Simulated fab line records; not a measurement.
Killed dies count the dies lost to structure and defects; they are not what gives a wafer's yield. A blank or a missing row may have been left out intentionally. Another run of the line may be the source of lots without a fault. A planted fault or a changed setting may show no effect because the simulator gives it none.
Chamber matching | flow gf180mcu | GF_V2_CMP_04 on cmp-01: 4 sister chambers
The step polishes SiO2. 14 wafers are shown with their chamber, then 7 later ones without.

WAFERS WITH THEIR CHAMBER
wafer  | chamber | motor-current-A (A) | time-to-endpoint-s (s)
L791.3 | 2       | 11.7                | 73
L791.5 | 3       | 11.0                | 79
L791.6 | 0       | 12.3                | 79
L792.1 | 3       | 11.0                | 74
L792.3 | 0       | 12.5                | 73
L792.5 | 1       | 10.1                | 74
L794.3 | 0       | 13.3                | 72
L794.5 | 2       | 11.3                | 72
L794.6 | 3       | 10.8                | 76
L795.2 | 1       | 9.8                 | 74
L795.4 | 0       | 12.3                | 74
L795.5 | 1       | 10.6                | 74
L796.1 | 3       | 11.6                | 78
L796.2 | 0       | 12.7                | 72

SIGNATURES, as means of the wafers listed above
reading            | chamber 0 | chamber 1 | chamber 2 | chamber 3 | scatter within a chamber
motor-current-A    | 12.620    | 10.167    | 11.500    | 11.100    | 0.381
time-to-endpoint-s | 74.00     | 74.00     | 72.50     | 76.75     | 2.22
Rule: for each reading, subtract the chamber's mean from the wafer's reading, divide by that reading's scatter and square the result; add these up over the readings and take the root, which gives the wafer's distance from the chamber. The wafer belongs to the nearest chamber; if the next one is less than 2 further off, it can't be placed. The scatter is the square root of a quotient: the sum, over the shown wafers, of each reading's squared deviation from its chamber's mean, divided by wafers minus chambers.

WAFERS WITH NO CHAMBER GIVEN
wafer  | motor-current-A (A) | time-to-endpoint-s (s)
L796.4 | 11.8                | 79
L799.2 | 11.5                | 77
L799.5 | 11.4                | 77
L799.6 | 9.8                 | 76
L809.2 | 12.0                | 71
L809.4 | 11.8                | 72
L809.5 | 12.0                | 73

WHICH CHAMBER EACH WENT THROUGH
wafer  | from the rows above          | in truth
L796.4 | can't be placed: 3 or 2 or 0 | 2
L799.2 | can't be placed: 3 or 2      | 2
L799.5 | can't be placed: 3 or 2      | 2
L799.6 | 1                            | 1
L809.2 | can't be placed: 2 or 0      | 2
L809.4 | can't be placed: 2 or 0      | 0
L809.5 | can't be placed: 2 or 0 or 3 | 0
1 of 7 placed correctly. Unplaceable from these rows: 6, with the true chamber sitting among the candidates in 6. Wrongly placed: 0.
